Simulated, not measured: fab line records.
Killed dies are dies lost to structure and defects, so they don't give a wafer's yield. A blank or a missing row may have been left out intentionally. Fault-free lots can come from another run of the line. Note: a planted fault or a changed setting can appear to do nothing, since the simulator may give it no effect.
fab line records	flow sky130
[record] lots = 5	wafers = 15	last-day = 50
route steps=708 shown NWELL@68 PWDE@84 VT_ADJUST_HVTP@85 VT_ADJUST_LVTN@97 PAD_OPEN@708
lots that met no fault: from a run of the same line without faults
start-h: start of the lot's first displayed wafer, in hours after the record's first day	wait-h: time in hours since the lot's previous step	" repeats the value in the row above	L1.1+2: a row that stands for several wafers	- either no value or no given start	* or withheld: withheld	< > ~ a bound
route shown NAME@n: NAME is a module with steps in the file, n the number in the route of the first one	usual: the fault-free wafers' mean and standard deviation	same: alike in all rows	chamber/n: place in a boat	sites: per-site readings	_std_site: standard deviation of those values	_edge_site: mean of outer sites minus mean of inner sites	radius-mm: how far each site lies from the wafer's centre	mask NAME#n: copy n	behind: the most recent tool/chamber to have shaped the wafer	hold: reason for holding the lot/hours on hold/outcome of the hold	device: which transistor (n, p or np) failed to switch	end of line: at the end of the route, the tests of the same wafers	step lacking rows: just its recipe	killed: dies that structure and defects cost at the first sort, which is not the same as the wafer's yield	map: the dies of a wafer, with x for killed, . for not killed, _ for no die there
set.NAME: setting as actually run; set.NAME@STEP: the setting as run at that earlier step	model.NAME: the simulator's own value behind a step, which no gauge read
lots seen at some steps along the route; tables by step, rows by wafer
services: when a tool's chamber went out of use (start-h, in hours from the record's first day, below 0 if earlier), for how many hours, and the reason
[[steps]]
[step SKY_NWELL_TW_MEAS_15]
[usual] NWELL_TW = 1806/13
lot.wafer	tool	chamber	start-h	wait-h	NWELL_TW
L250.2	film-metro-04	-	96.51	0.1	1810
L250.4	"	-	"	"	1816
L250.6	"	-	"	"	1827
L252.2	film-metro-04	-	107.55	0.1	1807
L252.4	"	-	"	"	1813
L252.6	"	-	"	"	1812
L253.4	film-metro-04	-	116.22	0.1	1830
L253.5	"	-	"	"	1816
L253.6	"	-	"	"	1815
L261.2	film-metro-01	-	161.96	0.1	1793
L261.3	"	-	"	"	1794
L261.4	"	-	"	"	1789
L270.1	film-metro-04	-	211.49	0.1	1815
L270.3	"	-	"	"	1826
L270.5	"	-	"	"	1814
[step SKY_NWELL_DEHYDRATE_16]
[recipe] temp-c = 200	time-s = 60
[step SKY_NWELL_HMDS_17]
[recipe] prime-time-s = 60	prime-temp-c = 120
[step SKY_NWELL_COAT_18]
[recipe] spin-rpm = 2000	resist-thk-nm = 3000
[step SKY_NWELL_SOFTBAKE_19]
[recipe] temp-c = 110	time-s = withheld
[step SKY_NWELL_EXPOSE_20]
[recipe] mask-id = NWM_COMPLEMENT	na = 0.6	source-shape = conventional	sigma-outer = 0.6	polarization = unpolarized	target-cd-nm = 840	dose-mj = 260
[step SKY_NWELL_PEB_21]
[recipe] temp-c = 115	time-s = withheld
[step SKY_NWELL_DEVELOP_22]
[recipe] wall-angle-deg = 90	developer = TMAH	develop-time-s = 60	dev-temp-c = 23
[step SKY_NWELL_OVL_MEAS_23]
[usual] NWELL_01_OVL = 0.4/1.4
lot.wafer	tool	chamber	start-h	wait-h	NWELL_01_OVL[nm]
L250.2	overlay-01	-	114.53	-	3.3
L250.4	"	-	"	"	3.3
L250.6	"	-	"	"	3.5
L252.2	overlay-02	-	125.02	-	2.2
L252.4	"	-	"	"	3.1
L252.6	"	-	"	"	1.2
L253.4	overlay-01	-	134.09	-	1.6
L253.5	"	-	"	"	2.4
L253.6	"	-	"	"	2.4
L261.2	overlay-01	-	180.62	-	-0.6
L261.3	"	-	"	"	-1.4
L261.4	"	-	"	"	-1.6
L270.1	overlay-01	-	231.88	-	-0.5
L270.3	"	-	"	"	1.2
L270.5	"	-	"	"	0.3
[step SKY_NWELL_IMPLANT_24]
[recipe] species = B	energy-kev = 140	dose-cm2 = 9.2e+12	tilt-deg = withheld
[step SKY_NWELL_STRIP_25]
[recipe] chemistry = O2/N2	power-w = 1400	pressure-mtorr = 1500	platen-temp-c = withheld	o2-flow-sccm = 3000	n2-flow-sccm = 300	overash-fraction = 0.5
[usual] drypump-motor-current-A = 5.7/0.4	oes-product-au = 0.722/0.0047	strip-time-to-endpoint-s = 36.86/0.092
lot.wafer	tool	chamber	start-h	wait-h	drypump-motor-current-A	oes-product-au	rf-hours-counter-h	strip-time-to-endpoint-s
L250.2	plasma-asher-02	0	114.71	0.1	6.1	0.725	44	36.88
L250.4	"	1	"	"	5.5	0.712	-	36.82
L250.6	"	0	"	"	6.1	0.720	-	36.84
L252.2	plasma-asher-03	0	125.20	0.1	4.8	0.717	1	36.83
L252.4	"	0	"	"	4.8	0.714	-	36.97
L252.6	"	0	"	"	4.8	0.720	-	36.80
L253.4	plasma-asher-01	0	134.30	0.1	6.0	0.722	-	36.74
L253.5	"	0	"	"	6.0	0.722	-	36.83
L253.6	"	1	"	"	5.7	0.720	-	36.83
L261.2	plasma-asher-02	1	180.80	0.1	5.5	0.720	51	36.99
L261.3	"	0	"	"	6.0	0.721	-	37.00
L261.4	"	1	"	"	5.5	0.724	-	36.97
L270.1	plasma-asher-01	0	232.06	0.1	6.0	0.723	41	36.83
L270.3	"	0	"	"	6.0	0.723	-	36.81
L270.5	"	1	"	"	5.8	0.727	-	36.87
[step SKY_NWELL_TW_MEAS_26]
[usual] NWELL_2_TW = 496/3
lot.wafer	tool	chamber	start-h	wait-h	NWELL_2_TW
L250.2	film-metro-02	-	114.82	0.1	497
L250.4	"	-	"	"	498
L250.6	"	-	"	"	498
L252.2	film-metro-04	-	125.31	0.1	495
L252.4	"	-	"	"	493
L252.6	"	-	"	"	499
L253.4	film-metro-04	-	134.39	0.1	496
L253.5	"	-	"	"	497
L253.6	"	-	"	"	497
L261.2	film-metro-01	-	180.91	0.1	487
L261.3	"	-	"	"	488
L261.4	"	-	"	"	489
L270.1	film-metro-04	-	232.16	0.1	500
L270.3	"	-	"	"	497
L270.5	"	-	"	"	499
[step SKY_NWELL_CLEAN_27]
[recipe] chemistry = SC1/SC2	mix = 1:4:20	temp-c = 70	time-s = 150	dry = n2-spin
lot.wafer	tool	chamber	start-h	wait-h
L250.2+4+6	wet-bench-03	1	114.87	0.0
L252.2+4+6	wet-bench-01	2	125.36	0.0
L253.4+5+6	wet-bench-03	0	134.42	0.0
L261.2+3+4	wet-bench-01	2	180.96	0.0
L270.1+3+5	wet-bench-03	0	232.22	0.1
[step SKY_NWELL_RTA_28]
[recipe] temp-c = 1050	time-s = 30	idle-temp-c = 650	ramp-up-c-per-s = 150	ramp-down-c-per-s = 90	ambient = N2
[usual] lamp-power-pct = 25.31/0.053	wafer_temp_C_max = 1054.9/0.95
lot.wafer	tool	chamber	start-h	wait-h	lamp-power-pct	wafer_temp_C_max
L250.2	rtp-anneal-02	0	114.94	0.0	25.39	1054.5
L250.4	"	0	"	"	25.31	1054.6
L250.6	"	0	"	"	25.41	1055.5
L252.2	rtp-anneal-02	0	125.43	0.0	25.29	1055.9
L252.4	"	0	"	"	25.23	1054.2
L252.6	"	0	"	"	25.30	1054.4
L253.4	rtp-anneal-02	0	134.52	0.1	25.31	1054.5
L253.5	"	0	"	"	25.34	1055.3
L253.6	"	0	"	"	25.40	1057.2
L261.2	rtp-anneal-02	0	181.03	0.0	25.35	1054.3
L261.3	"	0	"	"	25.35	1055.1
L261.4	"	0	"	"	25.28	1054.8
L270.1	rtp-anneal-01	0	232.27	0.0	25.34	1054.4
L270.3	"	0	"	"	25.33	1056.1
L270.5	"	0	"	"	25.30	1053.3
[step SKY_NWELL_RS_MEAS_29]
[recipe] thk-meas-gauge = four-point-probe
[usual] NWELL_RS = 630.4/1.5
lot.wafer	tool	chamber	start-h	wait-h	NWELL_RS[ohm/sq]
L250.2	film-metro-02	-	115.04	0.1	628.7
L250.4	"	-	"	"	628.6
L250.6	"	-	"	"	629.7
L252.2	film-metro-04	-	125.54	0.1	631.8
L252.4	"	-	"	"	631.2
L252.6	"	-	"	"	631.3
L253.4	film-metro-02	-	134.63	0.1	629.6
L253.5	"	-	"	"	629.4
L253.6	"	-	"	"	631.4
L261.2	film-metro-02	-	181.13	0.1	629.7
L261.3	"	-	"	"	629.0
L261.4	"	-	"	"	631.3
L270.1	film-metro-01	-	232.37	0.1	631.6
L270.3	"	-	"	"	630.6
L270.5	"	-	"	"	630.4
[step SKY_NWELL_RS_MEAS_31]
[recipe] thk-meas-gauge = four-point-probe
[usual] PWDE_RS = 5284/16
lot.wafer	tool	chamber	start-h	wait-h	PWDE_RS[ohm/sq]
L250.2	film-metro-02	-	115.28	0.1	5290
L250.4	"	-	"	"	5286
L250.6	"	-	"	"	5291
L252.2	film-metro-04	-	125.78	0.1	5274
L252.4	"	-	"	"	5271
L252.6	"	-	"	"	5278
L253.4	film-metro-02	-	134.87	0.1	5246
L253.5	"	-	"	"	5288
L253.6	"	-	"	"	5267
L261.2	film-metro-02	-	181.37	0.1	5284
L261.3	"	-	"	"	5295
L261.4	"	-	"	"	5278
L270.1	film-metro-01	-	232.61	0.1	5294
L270.3	"	-	"	"	5286
L270.5	"	-	"	"	5313
[step SKY_VT_ADJUST_HVTP_DEHYDRATE_00]
[recipe] temp-c = 200	time-s = 60
[step SKY_VT_ADJUST_HVTP_HMDS_01]
[recipe] prime-time-s = 60	prime-temp-c = 120
[step SKY_VT_ADJUST_HVTP_COAT_02]
[recipe] resist = NOVOLAK	spin-rpm = 3000	resist-thk-nm = 1140
[step SKY_VT_ADJUST_HVTP_SOFTBAKE_03]
[recipe] temp-c = 90	time-s = 60	resist = NOVOLAK
[step SKY_VT_ADJUST_HVTP_EXPOSE_04]
[recipe] mask-id = HVTPM	na = 0.6	source-shape = conventional	sigma-outer = 0.6	polarization = unpolarized	target-cd-nm = 380	dose-mj = 140
[step SKY_VT_ADJUST_HVTP_PEB_05]
[recipe] temp-c = withheld	time-s = *	resist = NOVOLAK
[step SKY_VT_ADJUST_HVTP_DEVELOP_06]
[recipe] resist = NOVOLAK	developer = TMAH	develop-time-s = 60	dev-temp-c = 21.93
[step SKY_VT_ADJUST_HVTP_CD_MEAS_07]
[recipe] target-cd-nm = 380
[usual] cd-nm = 380.3/2.8
lot.wafer	tool	chamber	start-h	wait-h	cd-nm
L250.2	cd-sem-02	-	133.29	0.1	380.6
L250.4	"	-	"	"	380.7
L250.6	"	-	"	"	380.2
L252.2	cd-sem-02	-	143.73	0.1	381.3
L252.4	"	-	"	"	380.5
L252.6	"	-	"	"	381.7
L253.4	cd-sem-01	-	154.44	0.1	380.8
L253.5	"	-	"	"	379.7
L253.6	"	-	"	"	379.8
L261.2	cd-sem-02	-	202.63	0.1	385.5
L261.3	"	-	"	"	384.7
L261.4	"	-	"	"	384.6
L270.1	cd-sem-01	-	254.98	0.1	380.9
L270.3	"	-	"	"	380.6
L270.5	"	-	"	"	381.8
[step SKY_VT_ADJUST_HVTP_OVL_MEAS_08]
[usual] VT_ADJUST_HVTP_OVL = -0.3/1.3
lot.wafer	tool	chamber	start-h	wait-h	VT_ADJUST_HVTP_OVL[nm]
L250.2	overlay-01	-	133.40	0.1	-1.5
L250.4	"	-	"	"	-1.7
L250.6	"	-	"	"	-1.4
L252.2	overlay-01	-	143.83	0.1	-0.7
L252.4	"	-	"	"	0.2
L252.6	"	-	"	"	-1.6
L253.4	overlay-02	-	154.51	0.1	-2.2
L253.5	"	-	"	"	-2.5
L253.6	"	-	"	"	-0.6
L261.2	overlay-02	-	202.73	0.1	-0.2
L261.3	"	-	"	"	-1.1
L261.4	"	-	"	"	-1.1
L270.1	overlay-01	-	255.10	0.1	-2.8
L270.3	"	-	"	"	-2.9
L270.5	"	-	"	"	-3.3
[step SKY_VT_ADJUST_HVTP_IMPLANT_09]
[recipe] species = As	energy-kev = 150	dose-cm2 = 4.3e+12	tilt-deg = withheld
[step SKY_VT_ADJUST_HVTP_STRIP_10]
[recipe] chemistry = O2/N2	power-w = 1400	pressure-mtorr = 1500	platen-temp-c = withheld	o2-flow-sccm = 3000	n2-flow-sccm = 300	overash-fraction = 0.5
[usual] drypump-motor-current-A = 5.6/0.4	oes-product-au = 0.716/0.0043	strip-time-to-endpoint-s = 14.16/0.039
lot.wafer	tool	chamber	start-h	wait-h	drypump-motor-current-A	oes-product-au	rf-hours-counter-h	strip-time-to-endpoint-s
L250.2	plasma-asher-01	1	133.58	0.1	5.7	0.716	31	14.12
L250.4	"	0	"	"	6.0	0.713	-	14.16
L250.6	"	1	"	"	5.7	0.713	-	14.17
L252.2	plasma-asher-01	1	144.01	0.1	5.8	0.710	32	14.14
L252.4	"	0	"	"	6.0	0.713	-	14.11
L252.6	"	1	"	"	5.8	0.716	-	14.16
L253.4	plasma-asher-01	1	154.72	0.1	5.7	0.712	-	14.13
L253.5	"	0	"	"	6.0	0.721	-	14.15
L253.6	"	1	"	"	5.7	0.712	-	14.16
L261.2	plasma-asher-01	0	202.91	0.1	6.0	0.719	38	14.19
L261.3	"	0	"	"	6.0	0.724	-	14.14
L261.4	"	1	"	"	5.7	0.717	-	14.20
L270.1	plasma-asher-04	0	255.28	0.1	5.6	0.714	57	14.20
L270.3	"	0	"	"	5.6	0.723	-	14.17
L270.5	"	1	"	"	5.7	0.716	-	14.18
[step SKY_VT_ADJUST_HVTP_TW_MEAS_11]
[usual] VT_ADJUST_HVTP_TW = 1349/10
lot.wafer	tool	chamber	start-h	wait-h	VT_ADJUST_HVTP_TW
L250.2	film-metro-03	-	133.69	0.1	1348
L250.4	"	-	"	"	1342
L250.6	"	-	"	"	1341
L252.2	film-metro-03	-	144.12	0.1	1344
L252.4	"	-	"	"	1335
L252.6	"	-	"	"	1342
L253.4	film-metro-01	-	154.81	0.1	1349
L253.5	"	-	"	"	1339
L253.6	"	-	"	"	1341
L261.2	film-metro-02	-	203.02	0.1	1359
L261.3	"	-	"	"	1359
L261.4	"	-	"	"	1356
L270.1	film-metro-03	-	255.38	0.1	1332
L270.3	"	-	"	"	1342
L270.5	"	-	"	"	1346
[step SKY_VT_ADJUST_LVTN_DEHYDRATE_00]
[recipe] temp-c = 200	time-s = 60
[step SKY_VT_ADJUST_LVTN_HMDS_01]
[recipe] prime-time-s = 60	prime-temp-c = 120
[step SKY_VT_ADJUST_LVTN_COAT_02]
[recipe] spin-rpm = 2000	resist-thk-nm = 3000
[step SKY_VT_ADJUST_LVTN_SOFTBAKE_03]
[recipe] temp-c = 110	time-s = withheld
[step SKY_VT_ADJUST_LVTN_EXPOSE_04]
[recipe] mask-id = NWM_COMPLEMENT_LESS_NATIVE	na = 0.6	source-shape = conventional	sigma-outer = 0.6	polarization = unpolarized	target-cd-nm = 840	dose-mj = 194
[step SKY_VT_ADJUST_LVTN_PEB_05]
[recipe] temp-c = 115	time-s = withheld
[step SKY_VT_ADJUST_LVTN_DEVELOP_06]
[recipe] wall-angle-deg = 90	developer = TMAH	develop-time-s = 60	dev-temp-c = 23
[step SKY_VT_ADJUST_LVTN_OVL_MEAS_07]
[usual] VT_ADJUST_LVTN_OVL = -0.8/1.2
lot.wafer	tool	chamber	start-h	wait-h	VT_ADJUST_LVTN_OVL[nm]
L250.2	overlay-01	-	153.08	-	0.4
L250.4	"	-	"	"	-1.1
L250.6	"	-	"	"	-0.2
L252.2	overlay-01	-	164.03	-	-1.8
L252.4	"	-	"	"	-0.8
L252.6	"	-	"	"	-2.3
L253.4	overlay-01	-	174.49	-	-0.4
L253.5	"	-	"	"	-0.7
L253.6	"	-	"	"	0.0
L261.2	overlay-01	-	223.93	-	-1.2
L261.3	"	-	"	"	-0.9
L261.4	"	-	"	"	0.2
L270.1	overlay-02	-	278.46	-	-3.4
L270.3	"	-	"	"	-3.6
L270.5	"	-	"	"	-2.9
[step SKY_VT_ADJUST_LVTN_IMPLANT_08]
[recipe] species = B	energy-kev = 30	dose-cm2 = 1.57e+12	tilt-deg = withheld
[step SKY_VT_ADJUST_LVTN_STRIP_09]
[recipe] chemistry = O2/N2	power-w = 1400	pressure-mtorr = 1500	platen-temp-c = withheld	o2-flow-sccm = 3000	n2-flow-sccm = 300	overash-fraction = 0.5
[usual] drypump-motor-current-A = 5.5/0.41	oes-product-au = 0.723/0.0048	strip-time-to-endpoint-s = 36.89/0.09
lot.wafer	tool	chamber	start-h	wait-h	drypump-motor-current-A	oes-product-au	rf-hours-counter-h	strip-time-to-endpoint-s
L250.2	plasma-asher-04	1	153.26	0.1	5.7	0.727	47	36.79
L250.4	"	1	"	"	5.7	0.724	-	36.72
L250.6	"	0	"	"	5.6	0.725	-	36.81
L252.2	plasma-asher-04	0	164.21	0.1	5.6	0.722	48	36.99
L252.4	"	0	"	"	5.6	0.724	-	36.86
L252.6	"	0	"	"	5.6	0.721	-	36.90
L253.4	plasma-asher-02	1	174.69	0.1	5.5	0.727	-	36.83
L253.5	"	1	"	"	5.4	0.718	-	36.78
L253.6	"	0	"	"	6.1	0.727	-	36.84
L261.2	plasma-asher-03	0	224.11	0.1	4.8	0.721	10	36.85
L261.3	"	0	"	"	4.8	0.733	-	36.85
L261.4	"	1	"	"	5.0	0.726	-	36.77
L270.1	plasma-asher-02	1	278.65	0.1	5.5	0.726	61	36.91
L270.3	"	1	"	"	5.4	0.728	-	36.85
L270.5	"	1	"	"	5.4	0.720	-	36.92
[step SKY_VT_ADJUST_LVTN_TW_MEAS_10]
[usual] VT_ADJUST_LVTN_TW = 241.1/1.4
lot.wafer	tool	chamber	start-h	wait-h	VT_ADJUST_LVTN_TW
L250.2	film-metro-02	-	153.37	0.1	242.0
L250.4	"	-	"	"	243.5
L250.6	"	-	"	"	241.6
L252.2	film-metro-04	-	164.32	0.1	241.2
L252.4	"	-	"	"	240.3
L252.6	"	-	"	"	240.9
L253.4	film-metro-04	-	174.79	0.1	241.2
L253.5	"	-	"	"	242.3
L253.6	"	-	"	"	242.2
L261.2	film-metro-03	-	224.22	0.1	240.0
L261.3	"	-	"	"	237.6
L261.4	"	-	"	"	240.1
L270.1	film-metro-02	-	278.75	0.1	240.5
L270.3	"	-	"	"	239.8
L270.5	"	-	"	"	241.2
[step SKY_VT_ADJUST_LVTN_DEHYDRATE_11]
[recipe] temp-c = 200	time-s = 60
[step SKY_VT_ADJUST_LVTN_HMDS_12]
[recipe] prime-time-s = 60	prime-temp-c = 120
[step SKY_PAD_OPEN_PROBE_99]
[usual] killed_at_M0_to_M3 = 43/7.1	killed_at_M4_up = 3.0/1.9	killed-at-contacts = 24/5	killed-at-front-end = 15/4.3	killed-at-other = 0.3/0.5	killed-dies = 85/9.6	killed-open = 46/7.1	killed-short = 39/6.8
[same] gross-dies = 492	killed-at-back-side = 0
lot.wafer	tool	chamber	start-h	wait-h	hold	killed_at_M0_to_M3	killed_at_M4_up	killed-at-contacts	killed-at-front-end	killed-at-other	killed-dies	killed-open	killed-short
L250.2	prober-02	-	1084.03	0.1	-	29	5	28	15	1	78	49	29
L250.4	prober-02	-	1084.13	0.2	-	43	7	23	19	0	92	51	41
L250.6	prober-02	-	1084.23	0.2	-	39	5	27	14	1	86	49	37
L252.2	prober-01	-	1084.35	0.1	-	42	5	11	18	0	76	36	40
L252.4	prober-01	-	1084.45	0.2	-	56	3	26	10	0	95	58	37
L252.6	prober-01	-	1084.55	0.2	-	33	2	24	20	0	79	44	35
L253.4	prober-01	-	1096.43	0.2	-	45	5	21	15	0	86	45	41
L253.5	prober-01	-	1096.48	0.2	-	40	2	23	10	0	75	39	36
L253.6	prober-01	-	1096.53	0.2	-	38	4	23	13	2	80	45	35
L261.2	prober-01	-	1145.03	0.1	await-dispo/3.6h/release	21	0	17	53	2	93	29	30
L261.3	prober-01	-	1145.08	0.2	await-dispo/3.6h/release	45	3	24	59	0	131	45	42
L261.4	prober-01	-	1145.13	0.2	await-dispo/3.6h/release	36	5	19	52	0	112	41	30
L270.1	prober-01	-	1189.49	0.1	-	40	1	23	10	2	76	34	42
L270.3	prober-01	-	1189.59	0.2	-	56	0	27	15	0	98	59	39
L270.5	prober-01	-	1189.69	0.2	-	49	3	21	12	1	86	46	40
// killed by level:class
L250.2 CONTACT:geometric-particle:open=14 LI_CONTACT:geometric-particle:open=8 VIA1:geometric-particle:open=7 POLY_GATE:geometric-particle:short=6 VIA2:geometric-particle:open=5 VIA3:geometric-particle:open=5 METAL1:geometric-particle:short=4 FIELD_ISO:geometric-particle:open=3
L250.4 LI_CONTACT:geometric-particle:open=9 VIA3:geometric-particle:open=9 VIA1:geometric-particle:open=9 POLY_GATE:geometric-particle:short=7 VIA2:geometric-particle:open=7 POLY_GATE:geometric-particle:open=6 METAL2:geometric-particle:short=6 METAL4:geometric-particle:short=5
L250.6 VIA1:geometric-particle:open=14 LI_CONTACT:geometric-particle:open=8 CONTACT:geometric-particle:open=8 VIA2:geometric-particle:open=7 CONTACT:geometric-particle:short=6 METAL1:geometric-particle:short=5 FIELD_ISO:geometric-particle:short=4 VIA3:geometric-particle:open=4
L252.2 VIA1:geometric-particle:open=11 FIELD_ISO:geometric-particle:short=6 FIELD_ISO:geometric-particle:open=5 VIA1:geometric-particle:short=5 METAL1:geometric-particle:short=5 VIA2:geometric-particle:open=5 VIA2:geometric-particle:short=5 LOCAL_INTERCONNECT:geometric-particle:short=4
L252.4 VIA1:geometric-particle:open=14 CONTACT:geometric-particle:open=9 METAL1:geometric-particle:short=8 LI_CONTACT:geometric-particle:open=7 VIA3:geometric-particle:open=7 VIA2:geometric-particle:open=6 METAL2:geometric-particle:open=5 METAL3:geometric-particle:short=5
L252.6 CONTACT:geometric-particle:open=9 VIA1:geometric-particle:open=8 LI_CONTACT:geometric-particle:open=7 POLY_GATE:geometric-particle:open=6 FIELD_ISO:geometric-particle:open=5 CONTACT:geometric-particle:short=5 FIELD_ISO:geometric-particle:short=4 METAL1:geometric-particle:short=4
L253.4 CONTACT:geometric-particle:open=11 VIA3:geometric-particle:open=10 VIA1:geometric-particle:open=7 FIELD_ISO:geometric-particle:short=6 METAL2:geometric-particle:short=6 METAL1:geometric-particle:short=5 VIA2:geometric-particle:open=5 LI_CONTACT:geometric-particle:open=4
L253.5 LI_CONTACT:geometric-particle:open=9 METAL1:geometric-particle:short=8 CONTACT:geometric-particle:open=7 VIA1:geometric-particle:short=5 VIA1:geometric-particle:open=5 LOCAL_INTERCONNECT:geometric-particle:short=4 METAL2:geometric-particle:open=4 METAL2:geometric-particle:short=4
L253.6 LI_CONTACT:geometric-particle:open=10 VIA2:geometric-particle:open=6 CONTACT:geometric-particle:open=6 VIA1:geometric-particle:open=6 METAL1:geometric-particle:short=5 VIA3:geometric-particle:open=5 POLY_GATE:geometric-particle:short=4 CONTACT:geometric-particle:short=4
L261.2 NWELL:unspecified=34 FIELD_ISO:geometric-particle:open=7 VIA1:geometric-particle:short=7 CONTACT:geometric-particle:short=6 CONTACT:geometric-particle:open=5 FIELD_ISO:geometric-particle:short=4 VIA1:geometric-particle:open=4 METAL1:geometric-particle:short=3
L261.3 NWELL:unspecified=44 VIA1:geometric-particle:open=13 CONTACT:geometric-particle:open=7 METAL2:geometric-particle:short=7 LOCAL_INTERCONNECT:geometric-particle:short=5 LI_CONTACT:geometric-particle:open=5 METAL1:geometric-particle:short=5 METAL3:geometric-particle:short=5
L261.4 NWELL:unspecified=41 VIA1:geometric-particle:open=12 CONTACT:geometric-particle:open=6 METAL1:geometric-particle:short=6 LI_CONTACT:geometric-particle:open=5 LOCAL_INTERCONNECT:geometric-particle:short=4 VIA2:geometric-particle:open=4 FIELD_ISO:geometric-particle:short=3
L270.1 CONTACT:geometric-particle:open=8 VIA2:geometric-particle:open=7 CONTACT:geometric-particle:short=6 VIA1:geometric-particle:open=6 LI_CONTACT:geometric-particle:short=5 METAL1:geometric-particle:short=5 VIA3:geometric-particle:open=5 METAL2:geometric-particle:short=5
L270.3 VIA1:geometric-particle:open=16 CONTACT:geometric-particle:open=13 VIA1:geometric-particle:short=9 METAL2:geometric-particle:short=7 VIA3:geometric-particle:open=7 LI_CONTACT:geometric-particle:open=6 VIA2:geometric-particle:open=6 POLY_GATE:geometric-particle:open=4
L270.5 VIA1:geometric-particle:open=10 VIA2:geometric-particle:open=9 METAL2:geometric-particle:short=7 VIA1:geometric-particle:short=6 CONTACT:geometric-particle:open=6 LI_CONTACT:geometric-particle:open=5 CONTACT:geometric-particle:short=5 VIA2:geometric-particle:short=5
// map L261.3 (x killed, . not)
__________x........._________
________...x...x......_______
______..x...........x.x._____
_____..x.x...x.....x...x.____
____....xxxxx.x.x......x..___
___..xx..xxxxxx............__
__.x.xxxxxxxxxxx...xx......._
_...x.xxxxxxxxx..x....x......
_x.....x.xxxxxxx......x....x.
_x.x...xx.xxx......x..xx...x.
_.x......x..x..x.............
_...x.............x.......xxx
_.....x......x....x..x.x..xxx
_...x..xx....x...x...........
_xx...xx.x....x....x.........
__...x.x.xx............xx..x_
___.x...x...........x......__
____.......x...x.....x...x___
_____x.xxx........xx.....____
______....xx........x..._____
________...........xx._______
__________..x.....x._________
// map L252.4 (x killed, . not)
__________.x..xx...._________
________x......x.x...._______
______...x........x.xx.._____
_____.x..x......x......x.____
____x...xx.x.......xx...x.___
___.x.......x.....x.....x..__
__...x.x.x..........x......x_
_....x....................x.x
_x....x......x..x...x........
_x......x....x.....x.........
_....xx...x.x...x...x.x...xx.
_........x.................xx
_......xxx..x..xx....x....x..
_....x...x....x...x....x.....
_.x......xx.x................
__......x..x......x..x..x.x._
___x..................x....__
____.x..xx..x..x...x.x...x___
_____.......x.........x.x____
______.................._____
________x...x..x......_______
__________.x......x._________
[[services]]
tool	chamber	start-h	hours	kind
rtp-anneal-01	-	91.18	4.4	pm
plasma-asher-03	-	99.39	1.2	repair
plasma-asher-03	-	101.93	5.0	repair
plasma-asher-03	-	108.75	9.0	pm
plasma-asher-03	0	108.75	9.0	vent-cycle
plasma-asher-03	1	108.75	9.0	vent-cycle
plasma-asher-03	0	117.75	-	clean
plasma-asher-03	1	117.75	-	clean
plasma-asher-03	-	151.18	2.8	pm
plasma-asher-02	-	151.88	0.8	repair
plasma-asher-02	-	167.08	0.9	repair
plasma-asher-03	-	171.04	0.9	repair
rtp-anneal-02	-	252.01	2.5	pm
plasma-asher-04	-	258.29	1.2	repair
plasma-asher-01	-	262.23	5.1	repair
plasma-asher-03	-	273.48	0.4	repair
[[key]]
[first-sign] step = SKY_PAD_OPEN_PROBE_99	reading = killed-at-front-end	direction = up	sigmas = 9.2	usual = 15	struck = 55
[effect] step = SKY_PAD_OPEN_PROBE_99	reading = killed-dies	direction = up	sigmas = 2.8	usual = 85	struck = 112
met-at SKY_NWELL_CLEAN_27
struck-wafers L261.2,L261.3,L261.4
tester-left-out L261
onset-between 125.36 180.96
also-fits SKY_NWELL_STRIP_25:plasma-asher-02,SKY_NWELL_RTA_28:rtp-anneal-02,SKY_VT_ADJUST_HVTP_STRIP_10:plasma-asher-01,SKY_VT_ADJUST_LVTN_STRIP_09:plasma-asher-03
[fault] kind = chamber-particle-source	tool = wet-bench-01	chamber = -	onset-h = 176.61	steps = SKY_NWELL_CLEAN_27	rate-per-visit-cm2 = 0.42185	end-h = 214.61
// tester-left-out: of these lots the tester's yield and bins aren't shown, on N5 and GAA mostly nor the transistor test; their killed dies are dies lost to structure and defects alone, not to doping, threshold or leakage, so they don't give the yield
